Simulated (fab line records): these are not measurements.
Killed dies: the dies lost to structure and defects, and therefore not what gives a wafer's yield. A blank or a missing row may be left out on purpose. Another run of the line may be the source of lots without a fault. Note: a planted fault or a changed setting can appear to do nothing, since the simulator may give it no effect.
Matching of chambers    flow sky130    3 sister chambers for SKY_PASSIVATION_CVD_00 on pecvd-04
The step deposits SiO2, target thk 90 nm. 6 wafers are shown with their chamber, then 10 later ones without.

EACH WAFER AND ITS CHAMBER
wafer   chamber  heater-power-w (W)  susceptor-temp-C (C)
L079.6  0        526                 400.44
L084.1  1        604                 399.97
L086.3  0        635                 400.03
L086.6  2        613                 400.16
L091.1  2        577                 399.75
L091.2  1        581                 400.24

WAFERS WHOSE CHAMBER IS MISSING
wafer   heater-power-w (W)  susceptor-temp-C (C)
L091.5  582                 400.08
L089.2  525                 399.87
L089.4  483                 400.03
L089.6  500                 400.31
L093.1  563                 400.19
L093.3  638                 399.40
L093.4  574                 399.69
L094.3  579                 400.07
L094.4  497                 399.92
L094.6  578                 400.18

EACH ONE'S CHAMBER
wafer   from the rows above           in truth
L091.5  can't be placed: 1 or 2 or 0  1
L089.2  can't be placed: 2 or 1 or 0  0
L089.4  can't be placed: 0 or 1 or 2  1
L089.6  can't be placed: 0 or 1 or 2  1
L093.1  can't be placed: 0 or 1 or 2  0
L093.3  can't be placed: 2 or 1 or 0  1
L093.4  can't be placed: 2 or 1 or 0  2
L094.3  can't be placed: 1 or 2 or 0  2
L094.4  can't be placed: 2 or 1 or 0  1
L094.6  can't be placed: 0 or 1 or 2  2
Placed correctly: 0 of 10. These rows do not allow placing 10 (true chamber among the candidates in 10). Placed wrongly: 0.
How it was worked out, from the rows above alone: a wafer's distance from a chamber is the root of the sum, over the readings, of the square of ((its reading less the chamber's mean) divided by the reading's scatter). If the next closest chamber is less than 2 further off than the closest, the wafer can't be placed; otherwise it belongs to the closest. A chamber's mean is the mean of its shown wafers. The scatter is the square root of a quotient: the sum, over the shown wafers, of each reading's squared deviation from its chamber's mean, divided by wafers minus chambers.
